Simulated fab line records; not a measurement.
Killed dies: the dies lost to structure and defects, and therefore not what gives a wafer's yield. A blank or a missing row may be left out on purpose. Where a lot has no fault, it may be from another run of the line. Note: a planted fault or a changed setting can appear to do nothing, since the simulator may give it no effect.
Chamber matching ; flow sky130 ; 4 sister chambers for SKY_VIA4_CMP_21 on cmp-02
The step polishes, stops on SiO2, t overpolish 25 s, target thk 0 nm. 27 wafers are shown with their chamber, then 12 later ones without.

WAFERS, EACH WITH ITS CHAMBER
wafer;chamber;motor-current-A (A);time-to-endpoint-s (s);overpolish-run-s (s)
L074.3;3;11.8;133;25.003
L074.4;0;13.3;129;25.012
L074.5;3;11.7;125;25.017
L076.1;3;11.8;125;24.991
L076.3;0;12.5;121;24.990
L076.5;1;11.1;124;25.007
L079.1;3;11.5;122;25.004
L079.3;2;10.3;131;24.997
L079.5;0;13.1;121;24.993
L080.2;2;10.3;133;25.010
L080.3;3;11.7;131;24.991
L080.6;2;10.4;127;24.996
L081.1;0;12.5;122;24.998
L081.2;1;11.2;126;24.986
L081.4;3;11.8;124;24.996
L082.1;3;12.1;124;24.984
L082.3;0;12.6;124;24.997
L082.6;1;11.7;124;24.995
L087.2;2;10.9;133;24.978
L087.3;3;11.8;123;25.003
L087.5;0;12.3;124;25.014
L091.1;1;11.2;121;25.003
L091.2;2;10.3;137;25.000
L091.3;0;11.9;124;25.003
L093.1;1;11.5;124;25.012
L093.2;2;10.3;136;25.004
L093.5;0;13.1;127;24.993

SIGNATURES (averages over the wafers above)
reading;chamber 0;chamber 1;chamber 2;chamber 3;scatter within a chamber
motor-current-A;12.662;11.340;10.417;11.775;0.316
time-to-endpoint-s;124.00;123.80;132.83;125.88;3.25
overpolish-run-s;25.00000;25.00060;24.99750;24.99863;0.01
Rule: a wafer's distance from a chamber is the root of the sum, over the readings, of the square of ((its reading less the chamber's mean) divided by the reading's scatter). The wafer belongs to the nearest chamber; if the next one is less than 2 further off, it can't be placed. The scatter: take each reading less its chamber's mean, square it, sum over the shown wafers, divide by the number of wafers less the number of chambers, and take the root.

WAFERS MISSING THEIR CHAMBER
wafer;motor-current-A (A);time-to-endpoint-s (s);overpolish-run-s (s)
L094.1;10.8;127;25.015
L094.3;11.3;123;24.988
L094.4;12.2;118;25.019
L095.2;11.2;116;24.994
L095.3;12.0;121;24.984
L095.5;11.8;126;24.991
L096.2;11.0;124;25.001
L096.3;12.0;129;24.999
L096.5;10.2;128;25.013
L097.1;12.0;128;24.993
L097.5;10.3;124;24.995
L097.6;11.8;125;25.008

CHAMBER TAKEN BY EACH
wafer;from the rows above;in truth
L094.1;can't be placed: 1 or 2 or 3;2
L094.3;can't be placed: 1 or 3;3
L094.4;can't be placed: 0 or 3 or 1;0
L095.2;can't be placed: 1 or 3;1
L095.3;can't be placed: 3 or 0 or 1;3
L095.5;can't be placed: 3 or 1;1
L096.2;can't be placed: 1 or 3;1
L096.3;can't be placed: 3 or 0 or 1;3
L096.5;can't be placed: 2 or 1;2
L097.1;can't be placed: 3 or 0 or 1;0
L097.5;can't be placed: 2 or 1 or 3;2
L097.6;can't be placed: 3 or 1 or 0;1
0 of 12 placed correctly. Not placeable from these rows: 12 (in 12, the candidates include the true chamber). Wrongly placed: 0.
